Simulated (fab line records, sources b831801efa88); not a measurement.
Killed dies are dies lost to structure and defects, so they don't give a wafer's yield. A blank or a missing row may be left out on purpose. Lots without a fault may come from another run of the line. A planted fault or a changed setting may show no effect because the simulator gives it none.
fab line records | flow sky130
record lots=7 wafers=21 last_day=49
route steps=708 shown VT_ADJUST_LVTN@111 VT_ADJUST_NCORE@119 PAD_OPEN@708
lots that met no fault: from a run of the same line without faults
start_h: hours from the record's first day to the start of the lot's first wafer shown | wait_h: hours since the lot's step before | " the same as in the row above | L1.1+2: a row that stands for several wafers | - no value, or no start given | * or withheld: withheld | < > ~ a bound
route shown NAME@n: a module of which the file shows steps, and the number in the route of the first | usual: mean/standard deviation of fault-free wafers | same: alike in all rows | chamber/n: place in a boat | sites: the reading at each site | _std_site: their standard deviation | _edge_site: outer sites' mean less inner sites' | radius_mm: how far each site lies from the wafer's centre | mask NAME#n: copy n | behind: the tool/chamber that last shaped the wafer | hold: why the lot was held/for how many hours/how that ended | device: the transistor (n, p or np) that didn't switch | end of line: the same wafers' tests at the end of the route | a step without rows: its recipe alone | killed: dies lost to structure and defects at the first sort, not the wafer's yield | map: a wafer's dies, x killed, . not, _ none there
set.NAME: the setting as run; set.NAME@STEP: as run at that earlier step | model.NAME: the simulator's own value behind a step, which no gauge read
lots at some steps of the route; a table a step, a row a wafer
services: from which hour (start_h, from the record's first day; less than 0 if before it) a tool's chamber was out of use, for how many hours, and why
## steps
# step SKY_VT_ADJUST_LVTN_SOFTBAKE_14
# recipe temp_c=90 time_s=60 resist=NOVOLAK
# step SKY_VT_ADJUST_LVTN_EXPOSE_15
# recipe mask_id=HVN_STD_DERIVED na=0.6 source_shape=conventional sigma_outer=0.6 polarization=unpolarized target_cd_nm=600 dose_mj=163
# step SKY_VT_ADJUST_LVTN_PEB_16
# recipe temp_c=withheld time_s=* resist=NOVOLAK
# step SKY_VT_ADJUST_LVTN_DEVELOP_17
# recipe resist=NOVOLAK developer=TMAH develop_time_s=60 dev_temp_c=23
# step SKY_VT_ADJUST_LVTN_OVL_MEAS_18
# usual VT_ADJUST_LVTN_01_OVL=0.5/1.5
# columns lot.wafer tool chamber start_h wait_h VT_ADJUST_LVTN_01_OVL[nm]
L248.1 overlay-02 - 170.85 0.1 0.0
L248.2 " - " " 0.5
L248.4 " - " " 1.1
L254.1 overlay-01 - 213.86 0.1 -1.2
L254.2 " - " " 0.5
L254.5 " - " " 1.9
L259.1 overlay-02 - 251.98 0.1 1.2
L259.2 " - " " -1.1
L259.3 " - " " 1.8
L260.1 overlay-02 - 256.53 0.1 0.2
L260.4 " - " " -1.2
L260.6 " - " " 0.1
L262.3 overlay-02 - 273.96 0.1 -0.3
L262.5 " - " " -0.8
L262.6 " - " " -0.3
L265.1 overlay-01 - 286.45 0.1 1.4
L265.2 " - " " -0.2
L265.5 " - " " 1.3
L264.1 overlay-01 - 287.40 0.1 -1.5
L264.3 " - " " -1.3
L264.6 " - " " -0.2
# step SKY_VT_ADJUST_LVTN_IMPLANT_19
# recipe species=B energy_kev=30 dose_cm2=6.5e+11 tilt_deg=withheld
# step SKY_VT_ADJUST_LVTN_STRIP_20
# recipe chemistry=O2/N2 power_w=1400 pressure_mtorr=1500 platen_temp_c=withheld o2_flow_sccm=3000 n2_flow_sccm=300 overash_fraction=0.5
# usual drypump_motor_current_A=6.1/0.49 oes_product_au=0.715/0.0043 strip_time_to_endpoint_s=14.17/0.039
# columns lot.wafer tool chamber start_h wait_h drypump_motor_current_A oes_product_au rf_hours_counter_h strip_time_to_endpoint_s
L248.1 plasma_asher-01 0 171.04 0.1 5.9 0.712 35 14.16
L248.2 " 1 " " 5.7 0.718 35 14.11
L248.4 " 0 " " 5.9 0.713 - 14.20
L254.1 plasma_asher-01 1 214.05 0.1 5.7 0.712 40 14.12
L254.2 " 0 " " 6.0 0.721 40 14.13
L254.5 " 0 " " 6.0 0.719 - 14.17
L259.1 plasma_asher-04 1 252.17 0.1 5.4 0.719 56 14.25
L259.2 " 0 " " 6.1 0.715 56 14.21
L259.3 " 0 " " 6.1 0.716 - 14.18
L260.1 plasma_asher-01 0 256.72 0.1 5.9 0.720 44 14.15
L260.4 " 1 " " 5.7 0.721 - 14.20
L260.6 " 0 " " 5.9 0.716 - 14.21
L262.3 plasma_asher-04 0 274.17 0.1 6.1 0.720 - 14.22
L262.5 " 0 " " 6.1 0.712 - 14.16
L262.6 " 1 " " 5.4 0.720 - 14.18
L265.1 plasma_asher-03 0 286.64 0.1 6.7 0.713 15 14.23
L265.2 " 1 " " 6.7 0.719 15 14.18
L265.5 " 0 " " 6.7 0.716 - 14.14
L264.1 plasma_asher-03 1 287.59 0.1 6.7 0.716 15 14.19
L264.3 " 1 " " 6.7 0.715 - 14.21
L264.6 " 0 " " 6.7 0.716 - 14.21
# step SKY_VT_ADJUST_LVTN_TW_MEAS_21
# usual VT_ADJUST_LVTN_2_TW=187.9/1.5
# columns lot.wafer tool chamber start_h wait_h VT_ADJUST_LVTN_2_TW
L248.1 film_metro-03 - 171.14 0.1 187.8
L248.2 " - " " 188.1
L248.4 " - " " 187.8
L254.1 film_metro-01 - 214.15 0.1 187.1
L254.2 " - " " 187.2
L254.5 " - " " 187.7
L259.1 film_metro-01 - 252.27 0.1 186.2
L259.2 " - " " 185.8
L259.3 " - " " 187.5
L260.1 film_metro-01 - 256.82 0.1 186.3
L260.4 " - " " 186.9
L260.6 " - " " 186.7
L262.3 film_metro-04 - 274.26 0.1 188.8
L262.5 " - " " 188.7
L262.6 " - " " 188.6
L265.1 film_metro-01 - 286.74 0.1 186.7
L265.2 " - " " 185.4
L265.5 " - " " 186.4
L264.1 film_metro-04 - 287.69 0.1 189.2
L264.3 " - " " 189.5
L264.6 " - " " 188.5
# step SKY_VT_ADJUST_NCORE_DEHYDRATE_00
# recipe temp_c=200 time_s=60
# step SKY_VT_ADJUST_NCORE_HMDS_01
# recipe prime_time_s=60 prime_temp_c=120
# step SKY_VT_ADJUST_NCORE_COAT_02
# recipe resist=NOVOLAK spin_rpm=3000 resist_thk_nm=1140
# step SKY_VT_ADJUST_NCORE_SOFTBAKE_03
# recipe temp_c=90 time_s=60 resist=NOVOLAK
# step SKY_VT_ADJUST_NCORE_EXPOSE_04
# recipe mask_id=LVTN_COMPLEMENT_THIN na=0.6 source_shape=conventional sigma_outer=0.6 polarization=unpolarized target_cd_nm=380 dose_mj=139
# usual exposure_dose_mJ_cm2=139.00/0.14
# columns lot.wafer tool chamber start_h wait_h mask exposure_dose_mJ_cm2
L248.1 iline_stepper-01 0 181.22 - LVTN_COMPLEMENT_THIN#0 138.88
L248.2 " 0 " " LVTN_COMPLEMENT_THIN#0 138.99
L248.4 " 0 " " LVTN_COMPLEMENT_THIN#0 138.87
L254.1 iline_stepper-01 0 225.12 - LVTN_COMPLEMENT_THIN#0 139.06
L254.2 " 0 " " LVTN_COMPLEMENT_THIN#0 138.94
L254.5 " 0 " " LVTN_COMPLEMENT_THIN#0 138.76
L259.1 iline_stepper-02 0 264.70 - LVTN_COMPLEMENT_THIN#0 139.11
L259.2 " 0 " " LVTN_COMPLEMENT_THIN#0 139.05
L259.3 " 0 " " LVTN_COMPLEMENT_THIN#0 138.87
L260.1 iline_stepper-01 0 268.45 - LVTN_COMPLEMENT_THIN#0 144.81
L260.4 " 0 " " LVTN_COMPLEMENT_THIN#0 144.89
L260.6 " 0 " " LVTN_COMPLEMENT_THIN#0 144.87
L262.3 iline_stepper-02 0 286.66 - LVTN_COMPLEMENT_THIN#0 139.07
L262.5 " 0 " " LVTN_COMPLEMENT_THIN#0 139.03
L262.6 " 0 " " LVTN_COMPLEMENT_THIN#0 138.98
L265.1 iline_stepper-01 0 299.15 - LVTN_COMPLEMENT_THIN#0 143.65
L265.2 " 0 " " LVTN_COMPLEMENT_THIN#0 143.56
L265.5 " 0 " " LVTN_COMPLEMENT_THIN#0 143.65
L264.1 iline_stepper-01 0 299.97 - LVTN_COMPLEMENT_THIN#0 143.34
L264.3 " 0 " " LVTN_COMPLEMENT_THIN#0 143.52
L264.6 " 0 " " LVTN_COMPLEMENT_THIN#0 143.35
# step SKY_VT_ADJUST_NCORE_PEB_05
# recipe temp_c=withheld time_s=* resist=NOVOLAK
# step SKY_VT_ADJUST_NCORE_DEVELOP_06
# recipe resist=NOVOLAK developer=TMAH develop_time_s=60 dev_temp_c=23
# step SKY_VT_ADJUST_NCORE_CD_MEAS_07
# recipe target_cd_nm=380
# usual cd_nm=379.9/2.3
# columns lot.wafer tool chamber start_h wait_h cd_nm
L248.1 cd_sem-02 - 191.75 0.1 378.5
L248.2 " - " " 378.7
L248.4 " - " " 380.3
L254.1 cd_sem-01 - 236.85 0.1 384.0
L254.2 " - " " 383.4
L254.5 " - " " 382.1
L259.1 cd_sem-02 - 275.37 0.1 377.8
L259.2 " - " " 380.5
L259.3 " - " " 380.4
L260.1 cd_sem-01 - 280.26 0.1 392.0
L260.4 " - " " 392.4
L260.6 " - " " 393.0
L262.3 cd_sem-02 - 298.74 0.1 379.0
L262.5 " - " " 378.4
L262.6 " - " " 376.9
L265.1 cd_sem-02 - 312.11 0.1 384.8
L265.2 " - " " 387.6
L265.5 " - " " 388.3
L264.1 cd_sem-02 - 313.06 0.1 390.2
L264.3 " - " " 390.8
L264.6 " - " " 388.9
# step SKY_VT_ADJUST_NCORE_OVL_MEAS_08
# usual VT_ADJUST_NCORE_OVL=0.3/1.3
# columns lot.wafer tool chamber start_h wait_h VT_ADJUST_NCORE_OVL[nm]
L248.1 overlay-01 - 191.87 0.1 0.5
L248.2 " - " " -0.3
L248.4 " - " " -0.8
L254.1 overlay-02 - 236.97 0.1 1.4
L254.2 " - " " 0.6
L254.5 " - " " 1.7
L259.1 overlay-01 - 275.49 0.1 1.6
L259.2 " - " " 1.6
L259.3 " - " " 1.5
L260.1 overlay-01 - 280.38 0.1 0.8
L260.4 " - " " 0.5
L260.6 " - " " 2.1
L262.3 overlay-02 - 298.83 0.1 -0.3
L262.5 " - " " 0.5
L262.6 " - " " 1.2
L265.1 overlay-01 - 312.23 0.1 0.0
L265.2 " - " " -1.5
L265.5 " - " " 0.4
L264.1 overlay-01 - 313.18 0.1 1.7
L264.3 " - " " 1.1
L264.6 " - " " 1.6
# step SKY_PAD_OPEN_PROBE_99
# usual killed_at_M0_to_M3=44/7.2 killed_at_M4_up=3.1/1.8 killed_at_contacts=24/4.5 killed_at_front_end=16/4.4 killed_at_other=0.2/0.42 killed_dies=87/8.9 killed_on_rim=17/4.1 killed_open=48/6.4 killed_short=39/6.2
# same gross_dies=492 killed_at_back_side=0
# columns lot.wafer tool chamber start_h wait_h killed_at_M0_to_M3 killed_at_M4_up killed_at_contacts killed_at_front_end killed_at_other killed_dies killed_on_rim killed_open killed_short
L259.1 prober-02 - 1144.08 0.1 40 3 14 21 0 78 14 38 40
L259.2 prober-02 - 1144.13 0.1 46 2 18 14 0 80 15 45 35
L259.3 prober-02 - 1144.18 0.2 46 3 25 11 0 85 20 44 41
L260.1 prober-01 - 1149.58 0.1 41 3 27 20 0 91 21 55 36
L260.4 prober-01 - 1149.73 0.2 51 3 28 19 0 101 21 57 44
L260.6 prober-01 - 1149.83 0.2 45 2 30 22 0 99 14 58 41
L262.3 prober-01 - 1158.80 0.2 42 4 26 22 0 94 19 55 39
L262.5 prober-01 - 1158.90 0.2 51 7 26 14 0 98 26 56 42
L262.6 prober-01 - 1158.95 0.2 39 3 24 13 0 79 21 46 33
L264.1 prober-01 - 1172.32 0.1 37 0 17 25 0 79 10 50 29
L264.3 prober-01 - 1172.42 0.2 42 7 18 12 1 80 16 38 42
L264.6 prober-01 - 1172.57 0.2 49 3 23 7 0 82 15 50 32
# killed by level:class
L259.1 POLY_GATE:geometric_particle:short=9 VIA1:geometric_particle:open=7 VIA2:geometric_particle:open=5 VIA3:geometric_particle:open=5 POLY_GATE:geometric_particle:open=4 LOCAL_INTERCONNECT:geometric_particle:short=4 CONTACT:geometric_particle:open=4 METAL1:geometric_particle:short=4
L259.2 CONTACT:geometric_particle:open=10 VIA1:geometric_particle:open=9 VIA3:geometric_particle:open=9 VIA1:geometric_particle:short=8 POLY_GATE:geometric_particle:open=6 METAL2:geometric_particle:short=6 POLY_GATE:geometric_particle:short=4 CONTACT:geometric_particle:short=4
L259.3 VIA1:geometric_particle:open=14 CONTACT:geometric_particle:open=8 LI_CONTACT:geometric_particle:open=7 METAL2:geometric_particle:short=7 METAL1:geometric_particle:short=6 POLY_GATE:geometric_particle:short=6 VIA2:geometric_particle:open=5 LOCAL_INTERCONNECT:geometric_particle:short=4
L260.1 VIA1:geometric_particle:open=14 FIELD_ISO:geometric_particle:open=9 LI_CONTACT:geometric_particle:open=9 FIELD_ISO:geometric_particle:short=8 CONTACT:geometric_particle:short=8 VIA2:geometric_particle:open=7 METAL2:geometric_particle:short=6 CONTACT:geometric_particle:open=5
L260.4 VIA1:geometric_particle:open=12 LI_CONTACT:geometric_particle:open=10 VIA3:geometric_particle:open=9 METAL2:geometric_particle:short=9 VIA2:geometric_particle:open=8 FIELD_ISO:geometric_particle:short=7 CONTACT:geometric_particle:open=7 LI_CONTACT:geometric_particle:short=6
L260.6 VIA3:geometric_particle:open=11 VIA1:geometric_particle:open=10 LI_CONTACT:geometric_particle:open=8 CONTACT:geometric_particle:open=8 POLY_GATE:geometric_particle:short=7 POLY_GATE:geometric_particle:open=7 LI_CONTACT:geometric_particle:short=5 LOCAL_INTERCONNECT:geometric_particle:short=5
L262.3 CONTACT:geometric_particle:open=13 VIA1:geometric_particle:open=11 POLY_GATE:geometric_particle:open=9 METAL1:geometric_particle:short=8 VIA2:geometric_particle:open=7 POLY_GATE:geometric_particle:short=7 LI_CONTACT:geometric_particle:open=7 METAL2:geometric_particle:short=6
L262.5 VIA1:geometric_particle:open=19 LI_CONTACT:geometric_particle:open=7 METAL1:geometric_particle:short=6 LI_CONTACT:geometric_particle:short=6 CONTACT:geometric_particle:short=5 VIA3:geometric_particle:open=5 CONTACT:geometric_particle:open=5 VIA2:geometric_particle:short=5
L262.6 VIA1:geometric_particle:open=11 LI_CONTACT:geometric_particle:open=10 LOCAL_INTERCONNECT:geometric_particle:short=6 METAL1:geometric_particle:short=5 VIA3:geometric_particle:open=5 CONTACT:geometric_particle:open=4 METAL2:geometric_particle:short=4 FIELD_ISO:geometric_particle:open=3
L264.1 FIELD_ISO:geometric_particle:open=12 VIA2:geometric_particle:open=11 CONTACT:geometric_particle:open=8 VIA1:geometric_particle:open=7 POLY_CUT:geometric_particle:short=4 LI_CONTACT:geometric_particle:short=4 LI_CONTACT:geometric_particle:open=4 VIA1:geometric_particle:short=4
L264.3 VIA1:geometric_particle:open=11 VIA2:geometric_particle:open=8 METAL2:geometric_particle:short=7 CONTACT:geometric_particle:open=6 LI_CONTACT:geometric_particle:open=5 CONTACT:geometric_particle:short=5 METAL1:geometric_particle:short=5 POLY_GATE:geometric_particle:open=4
L264.6 LI_CONTACT:geometric_particle:open=10 CONTACT:geometric_particle:open=9 VIA1:geometric_particle:open=8 VIA2:geometric_particle:open=8 VIA3:geometric_particle:open=7 VIA2:geometric_particle:short=5 POLY_GATE:geometric_particle:open=4 LI_CONTACT:geometric_particle:short=4
## services
# columns tool chamber start_h hours kind
plasma_asher-01 - 178.96 1.7 repair
iline_stepper-02 - 181.21 1.7 pm
plasma_asher-03 - 196.38 14.1 repair
plasma_asher-04 - 196.77 1.2 repair
plasma_asher-03 - 202.63 1.5 repair
iline_stepper-01 - 235.22 4.4 pm
iline_stepper-01 - 245.77 2.1 pm
iline_stepper-01 - 247.85 - consumable_replace:lamp
plasma_asher-03 - 270.50 0.3 repair
## key
first_sign step=SKY_VT_ADJUST_NCORE_EXPOSE_04 reading=exposure_dose_mJ_cm2 direction=up sigmas=35 usual=* struck=*
effect step=SKY_VT_ADJUST_NCORE_CD_MEAS_07 reading=cd_nm direction=up sigmas=4.2 usual=379.9 struck=389.8 through=control_loop
met_at SKY_VT_ADJUST_NCORE_EXPOSE_04
struck_wafers L260.1,L260.4,L260.6,L264.1,L264.3,L264.6,L265.1,L265.2,L265.5
tester_left_out L260,L264,L265
loop_trim step=SKY_VT_ADJUST_NCORE_EXPOSE_04 setting=dose lots=L264,L265
onset_between 225.12 268.45
fault kind=process_parameter_drift tool=iline_stepper-01 chamber=- onset_h=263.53 steps=SKY_VT_ADJUST_NCORE_EXPOSE_04 channel=dose_mj offset=5.7626 shape=step acts_in=these_recipes_only stated=139
# tester_left_out: of these lots the tester's yield and bins aren't shown, on N5 and GAA mostly nor the transistor test; their killed dies are dies lost to structure and defects alone, not to doping, threshold or leakage, so they don't give the yield
# loop_trim: a control loop set the setting to another value than it would have without faults
